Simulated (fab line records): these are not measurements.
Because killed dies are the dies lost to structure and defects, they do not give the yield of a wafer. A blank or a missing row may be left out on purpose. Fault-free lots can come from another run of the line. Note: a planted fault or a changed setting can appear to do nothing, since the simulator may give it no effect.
8D (eight disciplines) problem report, filled in by code ; flow sky130 ; the parts of the form that need people (team, actions taken, sign-off) are left out

== 1. THE PROBLEM ==
biasW at SKY_VIA2_ETCH_15 reads a mean of 1640 W on 9 wafers of 3 lots; wafers without a fault read 1200 W with a standard deviation of 3.4. That is +99 or more standard deviations from the usual mean.
The step: etches SiO2 in C4F8/O2/Ar, stops on TiN, target depth 546 nm, time 84 s.
Earliest sighting: wafer L449.2 on rieDiel-03 at day 38 00:41. Wafers with a number at this step in the record: 36, from 12 lots. The rule behind "out" and "out of limits": a value lying over 4 standard deviations away from the usual mean. All remaining wafers that have a number are taken as sound.

== 2. WHAT IT IS AND WHAT IT IS NOT ==
question;is;is not
which readings at this step;biasW;-
which lots;L449, L452, L453;L446, L458, L459, L460, L461, L462, L463, L464, L469
which wafers of those lots;all that have a number;-
read on which tools;rieDiel-03;rieDiel-01, rieDiel-02
when;from day 38 00:41;"up to then (3 sound wafers); but 24 sound wafers of L458, L459, L460, L461, L462, L463, L464, L469 came after"

== 3. SUSPECTS, AND WHAT RULES EACH OUT ==
Counting: a tool at any process step up to the reading remains a suspect when it ran all the lots that are out and ran no sound lot after the first of those.
- rieDiel-03 at SKY_VIA2_ETCH_15 (etches SiO2 in C4F8/O2/Ar, stops on TiN, target depth 546 nm, time 84 s): ruled out as a lasting fault. Following L449 (day 38 00:41), the first lot on it that is out, the sound lots L462, L469 were run on it.
Left after counting: nothing in the record.

== 4. THE CAUSE (what the simulator had put in) ==
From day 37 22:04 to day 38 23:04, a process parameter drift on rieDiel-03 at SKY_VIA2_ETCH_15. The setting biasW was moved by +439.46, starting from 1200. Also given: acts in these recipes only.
Counting ruled it out, wrongly.

== 5. THE CHAIN OF EFFECTS, in route order ==
Rows list readings where the struck wafers' mean (over those with a number) sits beyond 3 standard deviations from the usual. Readings are gone through only where the record gives a usual standard deviation; hours: the median, over the lots, of the time from a lot's start at the first step in this table giving one to that lot's start at this step; sigmas: the change measured in usual standard deviations.
hours;step;reading;usual;on struck wafers;change;sigmas
0;SKY_VIA2_ETCH_15;biasW;1200 W;1640;+440;+99 or more
Its process steps:
- SKY_VIA2_ETCH_15: etches SiO2 in C4F8/O2/Ar, stops on TiN, target depth 546 nm, time 84 s.

== 6. HOW IT WOULD HAVE BEEN CAUGHT EARLIER ==
First out-of-limits reading in this record: day 38 00:41, which is 3 hours after fault onset at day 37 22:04.
